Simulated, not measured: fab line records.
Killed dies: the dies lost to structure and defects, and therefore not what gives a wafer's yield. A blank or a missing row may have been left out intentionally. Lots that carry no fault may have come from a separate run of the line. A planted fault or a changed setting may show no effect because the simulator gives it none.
What tool caused it? | flow sky130 | Sampling: 12 lots, 36 wafers, 5 of 708 route steps

## WHAT THE GAUGES SHOWED, per wafer
SKY_VT_ADJUST_HVTP_TW_MEAS_11. Usual: VT_ADJUST_HVTP_TW typically reads 1358, with standard deviation 6.5.
lot  | measured     | on           | VT_ADJUST_HVTP_TW | flag
L498 | day 6 07:21  | filmMetro-01 | 1358 1352 1345    | 
L497 | day 6 07:40  | filmMetro-02 | 1358 1355 1363    | 
L501 | day 6 21:52  | filmMetro-01 | 1362 1352 1349    | 
L502 | day 7 04:07  | filmMetro-01 | 1360 1361 1364    | 
L504 | day 8 00:04  | filmMetro-01 | 1371 1366 1369    | 
L505 | day 8 06:30  | filmMetro-01 | 1363 1375 1367    | 
L507 | day 8 16:24  | filmMetro-04 | 1348 1356 1350    | 
L508 | day 9 01:34  | filmMetro-02 | 1365 1357 1364    | 
L509 | day 9 08:21  | filmMetro-04 | 1358 1358 1347    | 
L510 | day 9 17:32  | filmMetro-04 | 1356 1358 1351    | 
L517 | day 11 11:25 | filmMetro-02 | 986 980 984       | OFF
L518 | day 11 12:58 | filmMetro-04 | 973 977 969       | OFF

SKY_RES_XHIGH_TW_MEAS_09. Usual: RES_XHIGH_TW typically reads 1646, with standard deviation 11.
lot  | measured     | on           | RES_XHIGH_TW   | flag
L498 | day 26 17:54 | filmMetro-02 | 1647 1648 1645 | 
L497 | day 26 14:29 | filmMetro-01 | 1648 1643 1644 | 
L501 | day 27 19:34 | filmMetro-02 | 1674 1661 1659 | 
L502 | day 28 13:00 | filmMetro-04 | 1643 1640 1639 | 
L504 | day 29 06:48 | filmMetro-04 | 1637 1647 1627 | 
L505 | day 29 16:06 | filmMetro-01 | 1651 1641 1648 | 
L507 | day 30 04:33 | filmMetro-01 | 1647 1643 1645 | 
L508 | day 30 13:45 | filmMetro-04 | 1640 1644 1634 | 
L509 | day 30 19:45 | filmMetro-01 | 1651 1650 1647 | 
L510 | day 31 10:58 | filmMetro-04 | 1636 1633 1630 | 
L517 | day 33 17:18 | filmMetro-02 | 1652 1664 1656 | 
L518 | day 33 13:13 | filmMetro-01 | 1648 1659 1647 | 

SKY_LI_CONTACT_THK_MEAS_01. Usual: LI_CONTACT_HDPCVD_THK typically reads 968 nm, with standard deviation 11.
lot  | measured     | on           | LI_CONTACT_HDPCVD_THK (nm) | flag
L498 | day 28 00:43 | filmMetro-04 | 960 956 966                | 
L497 | day 27 20:55 | filmMetro-02 | 969 975 970                | 
L501 | day 29 00:56 | filmMetro-02 | 985 979 969                | 
L502 | day 29 18:05 | filmMetro-02 | 972 973 986                | 
L504 | day 30 12:16 | filmMetro-04 | 959 986 967                | 
L505 | day 30 20:45 | filmMetro-04 | 965 978 956                | 
L507 | day 31 08:46 | filmMetro-04 | 972 961 977                | 
L508 | day 31 18:11 | filmMetro-02 | 971 960 970                | 
L509 | day 32 00:13 | filmMetro-01 | 960 968 956                | 
L510 | day 32 14:56 | filmMetro-04 | 964 947 958                | 
L517 | day 34 22:28 | filmMetro-04 | 984 980 979                | 
L518 | day 34 17:29 | filmMetro-04 | 984 966 986                | 

## WHICH TOOL RAN EACH LOT (tool, then ch and the chambers of the sampled wafers, then the start)
lot  | SKY_VT_ADJUST_HVTP_IMPLANT_09   | SKY_POLY_CUT_STRIP_12
L498 | implanter-02 ch 0, day 6 07:06  | plasmaAsher-02 ch 0,1, day 24 07:20
L497 | implanter-04 ch 0, day 6 07:24  | plasmaAsher-04 ch 0,1, day 24 02:35
L501 | implanter-01 ch 0, day 6 21:38  | plasmaAsher-04 ch 0,1, day 25 08:35
L502 | implanter-01 ch 0, day 7 03:53  | plasmaAsher-02 ch 0,1, day 26 02:42
L504 | implanter-02 ch 0, day 7 23:49  | plasmaAsher-03 ch 0,1, day 26 21:35
L505 | implanter-01 ch 0, day 8 06:15  | plasmaAsher-03 ch 0,1, day 27 07:23
L507 | implanter-04 ch 0, day 8 16:09  | plasmaAsher-04 ch 0,1, day 27 20:26
L508 | implanter-04 ch 0, day 9 01:19  | plasmaAsher-02 ch 0,1, day 28 04:53
L509 | implanter-02 ch 0, day 9 08:06  | plasmaAsher-04 ch 0, day 28 12:39
L510 | implanter-01 ch 0, day 9 17:17  | plasmaAsher-04 ch 0,1, day 29 03:05
L517 | implanter-01 ch 0, day 11 11:10 | plasmaAsher-02 ch 0,1, day 31 10:23
L518 | implanter-01 ch 0, day 11 12:44 | plasmaAsher-03 ch 1, day 31 07:41
- SKY_VT_ADJUST_HVTP_IMPLANT_09
- SKY_POLY_CUT_STRIP_12: strips in O2/N2.

## AS READ BY THE TOOLS THEMSELVES (means over the sampled wafers that have a number; for cases with no such wafer, the mark the record gives instead)
SKY_VT_ADJUST_HVTP_IMPLANT_09. Usual: beamEnergyKeV 150.01, standard deviation 0.052; doseIonsCm2 4.3e+12, standard deviation 5.1e+09; faradayCurrentUA 24.3, standard deviation 0.48.
lot  | tool         | beamEnergyKeV | doseIonsCm2 | faradayCurrentUA | flag
L498 | implanter-02 | 150.04        | 4.3e+12     | 24.5             | 
L497 | implanter-04 | 150.03        | 4.3e+12     | 23.8             | 
L501 | implanter-01 | 150.01        | 4.3e+12     | 24.2             | 
L502 | implanter-01 | 150.00        | 4.3e+12     | 24.1             | 
L504 | implanter-02 | 150.06        | 4.3e+12     | 24.5             | 
L505 | implanter-01 | 149.94        | 4.3e+12     | 24.1             | 
L507 | implanter-04 | 150.00        | 4.3e+12     | 24.4             | 
L508 | implanter-04 | 150.12        | 4.3e+12     | 24.4             | 
L509 | implanter-02 | 150.00        | 4.3e+12     | 24.5             | 
L510 | implanter-01 | 149.99        | 4.3e+12     | 24.3             | 
L517 | implanter-01 | 149.94        | 1.5e+12     | 8.7              | OFF
L518 | implanter-01 | 150.01        | 1.5e+12     | 8.5              | OFF

SKY_POLY_CUT_STRIP_12. Usual: drypumpMotorCurrentA 5.9 A, standard deviation 0.34; oesProductAu 0.452 a.u., standard deviation 0.0046; stripTimeToEndpointS 5.356 s, standard deviation 0.017.
lot  | tool           | drypumpMotorCurrentA (A) | oesProductAu (a.u.) | stripTimeToEndpointS (s) | flag
L498 | plasmaAsher-02 | 5.9                      | 0.451               | 5.369                    | 
L497 | plasmaAsher-04 | 6.0                      | 0.450               | 5.364                    | 
L501 | plasmaAsher-04 | 5.7                      | 0.454               | 5.355                    | 
L502 | plasmaAsher-02 | 5.9                      | 0.451               | 5.362                    | 
L504 | plasmaAsher-03 | 5.9                      | 0.458               | 5.373                    | 
L505 | plasmaAsher-03 | 5.9                      | 0.450               | 5.361                    | 
L507 | plasmaAsher-04 | 6.0                      | 0.454               | 5.348                    | 
L508 | plasmaAsher-02 | 5.8                      | 0.448               | 5.327                    | 
L509 | plasmaAsher-04 | 5.4                      | 0.453               | 5.330                    | 
L510 | plasmaAsher-04 | 5.7                      | 0.454               | 5.357                    | 
L517 | plasmaAsher-02 | 5.8                      | 0.455               | 5.346                    | 
L518 | plasmaAsher-03 | 6.1                      | 0.454               | 5.353                    | 

## THE ANSWER, worked out from the rows above alone
Rule: a lot counts as off when the mean over its wafers that have a number is more than 3 standard deviations away from the usual mean. Also off: a lot with no number at a reading for which 4 or more lots have one. Any other lot the step has rows for is counted as sound. After the gauges, taken in route order, come the tools' own readings; for these a lot's mean is taken, as printed above. The first step at which some lot is off is used, and at that step the reading that is off furthest; a lot without a number counts as furthest.
Off: L517, L518, seen at SKY_VT_ADJUST_HVTP_TW_MEAS_11 (VT_ADJUST_HVTP_TW).
A tool fits if, at a process step before that reading, it ran every lot that is off, and no sound lot after the first of them. Not tried: the gauges at SKY_VT_ADJUST_HVTP_TW_MEAS_11; whatever is off there is also off at SKY_VT_ADJUST_HVTP_IMPLANT_09, on other tools, and gauge error can't account for it. One candidate fits, namely implanter-01 at SKY_VT_ADJUST_HVTP_IMPLANT_09. Its last sound lot is L510 (day 9 17:17), its first lot that is off L517 (day 11 11:10): a fault that began between those two fits.
The tool's own readings at SKY_VT_ADJUST_HVTP_IMPLANT_09 bear it out: on the lots that are off they differ by more than 5 times the standard deviation of the sound lots' means. doseIonsCm2 reads 1.5e+12 there against 4.3e+12 on the sound lots; faradayCurrentUA reads 8.6 there against 24.3 on the sound lots.

## WHAT THE SIMULATOR PUT IN
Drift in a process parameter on implanter-01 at SKY_VT_ADJUST_HVTP_IMPLANT_09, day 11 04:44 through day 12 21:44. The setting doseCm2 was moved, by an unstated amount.
Lots struck among those shown: L517, L518. The same result came from the rule above.
